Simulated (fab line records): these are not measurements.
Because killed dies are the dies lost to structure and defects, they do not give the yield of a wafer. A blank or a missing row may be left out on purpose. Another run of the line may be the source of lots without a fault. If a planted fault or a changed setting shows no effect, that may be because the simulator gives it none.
Problem report in the 8D (eight disciplines) form, filled by code | flow gf180mcu | the parts of the form that need people (team, actions taken, sign-off) are left out

== 1. WHAT WENT WRONG ==
Wafers without a fault read 2.000 Pa, standard deviation 0.0037; chamber_pressure_pa at GF_TOP_METAL_SPUTTER_00 reads a mean of 2.104 Pa on 2 wafers belonging to 2 lots. Measured from the usual mean, that is +28 standard deviations.
The step: material Ti, target thk 37.5 nm, time 150 s.
First observed at day 30 01:29: wafer L298.5, on pvd_sputter-04. Wafers with a number at this step in the record: 18, from 6 lots. The rule behind "out" and "out of limits": a value lying over 4 standard deviations away from the usual mean. The other wafers with a number count as sound.

== 2. WHAT IT IS, AND WHAT IT ISN'T ==
question                    | is                  | is not
which readings at this step | chamber_pressure_pa | throttle_valve_pct
which lots                  | L298, L299          | L291, L292, L305, L307
which wafers of those lots  | L298.5, L299.4      | L298.1, L298.4, L299.5, L299.6
read on which tools         | pvd_sputter-04      | pvd_sputter-02, pvd_sputter-03
when                        | from day 30 01:29   | up to then (8 sound wafers); but 8 sound wafers of L299, L305, L307 came after

== 3. THE SUSPECTS, EACH WITH WHAT RULES IT OUT ==
Counting: any tool at a process step up to the reading remains a suspect provided it ran every lot that is out. Sound lots after the first of them don't rule it out here, since some wafers of a struck lot are sound.
- rie_diel-02 at GF_V5_ETCH_16 (etches BARC in N2/H2): kept. It ran every lot that is out, first L298 (day 29 23:45).
- cvd_w-01 at GF_V5_CVD_23 (deposits W, target thk 350 nm, time 104.9 s): kept. It ran every lot that is out, first L298 (day 30 00:53).
- pvd_sputter-04 at GF_TOP_METAL_SPUTTER_00 (material Ti, target thk 37.5 nm, time 150 s): kept. It ran every lot that is out, first L298 (day 30 01:29); its last sound lot up to then is L291 (day 27 22:29). Its own readings are out on those wafers: chamber_pressure_pa.
- In rie_diel-02 at GF_V5_ETCH_16, the wafers that are out were processed in chamber 1 and their sound lot-mates in chambers 0, 3.
rie_diel-02 at GF_V5_ETCH_16, cvd_w-01 at GF_V5_CVD_23 and pvd_sputter-04 at GF_TOP_METAL_SPUTTER_00 are what is left after counting.

== 4. THE CAUSE (what the simulator had put in) ==
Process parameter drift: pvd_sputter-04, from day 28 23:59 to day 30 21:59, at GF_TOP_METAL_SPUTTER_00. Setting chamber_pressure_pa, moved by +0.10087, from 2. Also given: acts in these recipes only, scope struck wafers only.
Counting left 3 suspects, and this tool is among them.

== 5. SEQUENCE OF EFFECTS, ordered by route ==
Each row: a reading where the mean over the struck wafers with a number is more than 3 standard deviations away from the usual. Only readings for which the record gives a usual standard deviation are gone through. hours: the time from each lot's start at the first step in this table that gives one to its start at this step, as a median over the lots. sigmas: the change in usual standard deviations.
hours | step                    | reading             | usual    | on struck wafers | change | sigmas
0     | GF_TOP_METAL_SPUTTER_00 | chamber_pressure_pa | 2.000 Pa | 2.104            | +0.104 | +28
The process steps in it:
- GF_TOP_METAL_SPUTTER_00: material Ti, target thk 37.5 nm, time 150 s.

== 6. WHAT WOULD HAVE CAUGHT IT SOONER ==
First out-of-limits reading in this record: day 30 01:29, which is 26 hours after fault onset at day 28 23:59.
